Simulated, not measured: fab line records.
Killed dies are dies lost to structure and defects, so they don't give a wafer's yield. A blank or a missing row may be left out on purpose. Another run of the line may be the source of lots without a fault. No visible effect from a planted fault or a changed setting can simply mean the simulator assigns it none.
A struck lot beside a sound one -- flow sky130 -- 21 out of 708 route steps
Sound: wafers L649.1, L649.3, L649.5. The struck wafers were L646.1, L646.2, L646.6. At the end, the cause is stated.
Order at every step that has rows: each side's tool, ch and its chambers, its first start. Under that, the readings that differ: sound wafers -- struck wafers -- difference of the means -- sigmas: that difference in standard deviations of wafers without a fault.
alike: readings with means less than 2 such deviations apart, plus words and numbers identical on both sides. not compared: withheld readings, readings lacking a value on some wafer, bounds such as >300 that could conceal the same value, and numbers that have no deviation in the record and whose values overlap.
Wherever a step has rows on one side only, a row that says differs or no value, or a row with sigmas, the two part there. Non-overlapping numbers with no deviation appear without sigmas and do not part them. A reading that every wafer of one side lacks parts them only if that side has two wafers or more.

SKY_METAL3_SPUTTER_01: material TiN, target thk 20 nm, time 16.7 s.
  sound: pvd_sputter-04 at day 39 01:27; struck: pvd_sputter-03 at day 37 22:19
  alike: throttle_valve_pct
SKY_METAL3_SPUTTER_02: material AlCu, target thk 735 nm, time 39.1 s.
  sound: pvd_sputter-04 at day 39 01:29; struck: pvd_sputter-03 at day 37 22:20
  alike: throttle_valve_pct
SKY_METAL3_SPUTTER_03: material Ti, target thk 5 nm, time 3.3 s.
  sound: pvd_sputter-04 at day 39 01:31; struck: pvd_sputter-03 at day 37 22:23
  alike: throttle_valve_pct
then, 1 step without rows for these wafers: SKY_METAL3_SPUTTER_04 (material TiN, target thk 70 nm, time 58.3 s).
SKY_CAPM_CVD_00: deposits SiO2, target thk 15.5 nm.
  sound on pecvd-01 ch 1,2, day 39 01:35; struck on pecvd-01 ch 0,2, day 37 22:27
  alike: heater_power_w
SKY_CAPM_THK_MEAS_01:
  sound: film_metro-03 at day 39 01:36; struck: film_metro-03 at day 37 22:28
  alike: CAPM_CVD_00_THK
SKY_CAPM_SPUTTER_02: material TiN, target thk 200 nm, time 166.7 s.
  sound: pvd_sputter-01 at day 39 01:40; struck: pvd_sputter-04 at day 37 22:32
  alike: throttle_valve_pct
SKY_CAPM_RS_MEAS_03: a four-point-probe measurement.
  sound: film_metro-04 at day 39 01:46; struck: film_metro-04 at day 37 22:38
  alike: CAPM_TIN_RS
SKY_CAPM_THK_MEAS_04: measures by xrf.
  sound: film_metro-04 at day 39 01:53; struck: film_metro-04 at day 37 22:46
  alike: CAPM_TIN_THK
then, 3 steps without rows for these wafers: SKY_CAPM_DEHYDRATE_05 (time 60 s); SKY_CAPM_HMDS_06 (prime time 60 s); SKY_CAPM_COAT_07 (resist thk 1140 nm).
SKY_CAPM_SOFTBAKE_08: time 60 s.
  sound on litho_track-02 ch 0, day 39 13:55; struck on litho_track-04 ch 0, day 38 10:49
reading,sound,struck,difference,sigmas
heater_power_total_W (W),56.62 56.58 56.61,64.21 64.39 64.32,+7.70,+99 or more
plate_temp_C (C),90.18 90.04 90.04,98.55 98.48 98.45,+8.41,+70
model.NOVOLAK_of_CAPM_COAT_07.thk_nm (nm),1135 1137 1135,1113 1113 1109,-24,
then, 3 steps without rows for these wafers: SKY_CAPM_EXPOSE_09 (exposes mask CAPM, target cd 1000 nm); SKY_CAPM_PEB_10; SKY_CAPM_DEVELOP_11 (develop time 60 s).
SKY_CAPM_OVL_MEAS_12:
  sound: overlay-02 at day 40 02:01; struck: overlay-02 at day 38 22:55
  alike: CAPM_OVL
SKY_CAPM_METAL_ETCH_13: etches TiN in Cl2/BCl3, stops on SiO2, target depth 220 nm, time 62.9 s.
  sound on rie_metal-01 ch 0, day 40 02:03; struck on rie_metal-02 ch 0,1, day 38 22:57
reading,sound,struck,difference,sigmas
model.NOVOLAK_of_CAPM_COAT_07.thk_nm (nm),987.3 990.5 987.7,965.6 968.7 965.3,-22.0,
  alike: drypump_motor_current_A, oes_product_au, throttle_valve_pct
  not compared: rf_hours_counter_h
SKY_CAPM_STRIP_14: strips in O2/N2.
  sound on plasma_asher-01 ch 0,1, day 40 02:12; struck on plasma_asher-02 ch 0,1, day 38 23:02
reading,sound,struck,difference,sigmas
strip_time_to_endpoint_s (s),12.58 12.64 12.59,12.33 12.37 12.33,-0.26,-6
  alike: drypump_motor_current_A, oes_product_au
  not compared: rf_hours_counter_h
then, 1 step without rows for these wafers: SKY_CAPM_STRIP_15 (strips in post etch residue remover, time 1200 s).
-- the record jumps here: 8 days lie between the struck wafers' starts before and after (it left off in module CAPM and takes up again in module PAD_OPEN, whose first step shown is number 708 of the route) --
SKY_PAD_OPEN_PROBE_99:
  record: rows for the struck wafers here (prober-01, day 46 22:42), none for the sound ones

WHERE THEY PART
Last at SKY_PAD_OPEN_PROBE_99 as far as this record goes, first at SKY_CAPM_SOFTBAKE_08.

WHY: what had been put in by the simulator
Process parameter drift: litho_track-04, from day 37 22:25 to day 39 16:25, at SKY_CAPM_SOFTBAKE_08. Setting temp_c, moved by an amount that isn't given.
